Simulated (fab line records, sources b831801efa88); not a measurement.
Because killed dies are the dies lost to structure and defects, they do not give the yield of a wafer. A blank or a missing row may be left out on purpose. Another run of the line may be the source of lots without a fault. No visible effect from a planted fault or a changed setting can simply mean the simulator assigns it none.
Matching of chambers | flow gf180mcu | GF_V1_CMP_26 on cmp-02: 4 sister chambers
The step polishes, stops on SiO2, t overpolish 15 s, target thk 0 nm. 16 wafers are shown with their chamber, then 8 later ones without.

== WAFERS WITH THEIR CHAMBER ==
wafer  | chamber | time to endpoint s (s) | motor current A (A) | overpolish run s (s)
L074.1 | 2       | 85                     | 10.2                | 15.001
L074.2 | 0       | 92                     | 10.9                | 14.987
L074.4 | 1       | 85                     | 9.8                 | 14.994
L077.2 | 3       | 79                     | 9.6                 | 14.994
L077.3 | 1       | 84                     | 9.9                 | 14.991
L077.6 | 1       | 85                     | 10.5                | 15.005
L079.1 | 1       | 85                     | 9.5                 | 15.012
L079.5 | 2       | 86                     | 9.6                 | 15.008
L079.6 | 1       | 85                     | 9.7                 | 14.998
L081.1 | 0       | 92                     | 11.5                | 14.991
L081.4 | 3       | 80                     | 9.3                 | 14.999
L081.5 | 2       | 84                     | 10.4                | 15.003
L082.4 | 2       | 87                     | 10.1                | 15.019
L082.5 | 0       | 93                     | 11.4                | 14.990
L082.6 | 3       | 82                     | 9.7                 | 14.997
L086.2 | 1       | 90                     | 10.1                | 14.985

SIGNATURES (averages over the wafers above)
reading            | chamber 0 | chamber 1 | chamber 2 | chamber 3 | scatter within a chamber
time to endpoint s | 92.33     | 85.67     | 85.50     | 80.33     | 1.67
motor current A    | 11.267    | 9.917     | 10.075    | 9.533     | 0.323
overpolish run s   | 14.98933  | 14.99750  | 15.00775  | 14.99667  | 0.0076
Rule: distance of a wafer from a chamber = root of the sum over the readings of ((wafer's reading minus chamber's mean) / reading's scatter) squared. The wafer belongs to the nearest chamber; if the next one is less than 2 further off, it can't be placed. How the scatter is found: for the shown wafers, subtract from each reading the mean of its chamber, square and add these, divide the total by (wafers less chambers), then take the root.

== WAFERS WITHOUT THEIR CHAMBER ==
wafer  | time to endpoint s (s) | motor current A (A) | overpolish run s (s)
L086.4 | 87                     | 9.5                 | 15.013
L086.6 | 98                     | 10.6                | 15.007
L088.2 | 90                     | 10.5                | 14.993
L088.4 | 88                     | 9.9                 | 15.004
L088.6 | 86                     | 9.9                 | 14.992
L097.4 | 94                     | 11.2                | 14.999
L097.5 | 87                     | 9.4                 | 14.997
L097.6 | 94                     | 11.0                | 15.006

== WHICH CHAMBER EACH WENT THROUGH ==
wafer  | from the rows above          | in truth
L086.4 | can't be placed: 2 or 1      | 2
L086.6 | 0                            | 0
L088.2 | can't be placed: 0 or 1 or 2 | 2
L088.4 | can't be placed: 1 or 2      | 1
L088.6 | can't be placed: 1 or 2      | 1
L097.4 | 0                            | 0
L097.5 | can't be placed: 1 or 2      | 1
L097.6 | 0                            | 0
Correct placement for 3 of the 8. Unplaceable from these rows: 5, with the true chamber sitting among the candidates in 5. 0 placed wrongly.
